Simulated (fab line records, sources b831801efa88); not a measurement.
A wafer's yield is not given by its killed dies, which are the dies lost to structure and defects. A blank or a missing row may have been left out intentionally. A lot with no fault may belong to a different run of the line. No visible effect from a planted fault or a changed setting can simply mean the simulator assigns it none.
2 desks, one fault | flow gf180mcu | each desk holds nothing but its own numbers, with what lay behind them at the end

## AT THE METROLOGY DESK
What the gauges read, lot by lot, whatever tool the lot ran on: means of the sampled wafers that have a number. Any lot whose mean is over 4 standard deviations away from the usual mean is out of limits and marked OUT; that distance is given in the brackets.
Columns: A = cd nm at GF_V2_CD_MEAS_14, usual 259.8 nm
lot  | first seen here | A
L564 | day 20 01:07    | 262.0
L565 | day 20 09:11    | 259.4
L566 | day 20 17:37    | 261.7
L567 | day 21 14:13    | 262.2
L569 | day 22 07:46    | 261.3
L571 | day 22 14:51    | 259.1
L572 | day 23 11:30    | 258.6
L573 | day 23 12:10    | 259.4
L577 | day 25 03:09    | 263.9
L583 | day 26 23:14    | 259.0
L584 | day 27 06:07    | 258.3
L587 | day 28 00:38    | 258.4
Finding of this desk: none of the 12 lots has anything out of limits.

## TOOL OWNER'S DESK, litho track-03
The tool's own readings at GF_V2_PEB_12 (peb time 90 s): means of the sampled wafers that have a number, for each lot that ran on this tool. Any lot whose mean is over 4 standard deviations away from the usual mean is out of limits and marked OUT; that distance is given in the brackets.
Columns: A = exhaust pa at GF_V2_PEB_12, usual 45.2 Pa
lot  | first seen here | A
L564 | day 20 00:46    | 45.2
L567 | day 21 13:52    | 44.7
L572 | day 23 11:11    | 45.1
L577 | day 25 02:50    | 44.2
Finding of this desk: none of the 4 lots has anything out of limits.

## ALL TOGETHER
At the metrology desk, nothing out of limits was observed.
Nothing out of limits was seen by the tool owner's desk.

## WHAT THE SIMULATOR PUT IN
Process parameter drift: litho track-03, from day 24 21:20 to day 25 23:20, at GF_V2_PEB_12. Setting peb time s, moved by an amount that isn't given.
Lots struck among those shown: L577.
